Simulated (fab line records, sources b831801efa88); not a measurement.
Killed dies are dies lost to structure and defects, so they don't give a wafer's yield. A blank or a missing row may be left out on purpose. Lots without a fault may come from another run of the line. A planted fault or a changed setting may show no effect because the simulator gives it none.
Problem report in the 8D (eight disciplines) form, filled by code | flow sky130 | the parts of the form that need people (team, actions taken, sign-off) are left out

1. THE PROBLEM
run_length_s at SKY_VIA2_SOFTBAKE_08 reads a mean of 124.54 s on 2 wafers of 2 lots; wafers without a fault read 119.13 s with a standard deviation of 0.12. That is +45 standard deviations from the usual mean.
The step: time 90 s.
First seen on wafer L984.4, day 40 07:00, on litho_track-02. The record holds 35 wafers of 12 lots with a number at this step. Rule for "out", or "out of limits": more than 4 standard deviations from the usual mean. The other wafers with a number count as sound.

2. WHAT IT IS AND WHAT IT IS NOT
question                    | is                | is not
which readings at this step | run_length_s      | chill_plate_temp_C
which lots                  | L984, L985        | L970, L972, L973, L974, L976, L977, L978, L979, L981, L993
which wafers of those lots  | L984.4, L985.3    | L984.2, L985.2, L985.5
read on which tools         | litho_track-02    | litho_track-03, litho_track-04
when                        | from day 40 07:00 | up to then (28 sound wafers); but 5 sound wafers of L985, L993 came after

3. SUSPECTS, AND WHAT RULES EACH OUT
Counting: a tool at a process step up to the reading stays a suspect if it ran every lot that is out. Sound lots after the first of them don't rule it out here, since some wafers of a struck lot are sound.
- litho_track-02 at SKY_VIA2_SOFTBAKE_08 (time 90 s): kept. It ran every lot that is out, first L984 (day 40 07:00); its last sound lot up to then is L981 (day 39 08:00). Its own readings are out on those wafers: run_length_s.
Left after counting: litho_track-02 at SKY_VIA2_SOFTBAKE_08.

4. THE CAUSE (what the simulator had put in)
Process parameter drift: litho_track-02, from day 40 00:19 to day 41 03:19, at SKY_VIA2_SOFTBAKE_08. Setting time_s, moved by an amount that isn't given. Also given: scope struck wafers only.
Counting left only this tool.

5. THE CHAIN OF EFFECTS, in route order
Each row: a reading whose mean over the struck wafers that have a number lies more than 3 standard deviations from the usual. Only readings for which the record gives a usual standard deviation are gone through. hours: the time from each lot's start at the first step in this table that gives one to its start at this step, as a median over the lots. sigmas: the change in usual standard deviations.
hours | step                 | reading      | usual    | on struck wafers | change | sigmas
0     | SKY_VIA2_SOFTBAKE_08 | run_length_s | 119.13 s | 124.54           | +5.41  | +45
The process steps in it:
- SKY_VIA2_SOFTBAKE_08: time 90 s.

6. WHAT WOULD HAVE CAUGHT IT SOONER
In this record the first reading out of limits was taken at day 40 07:00, 7 hours after the fault began at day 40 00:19.
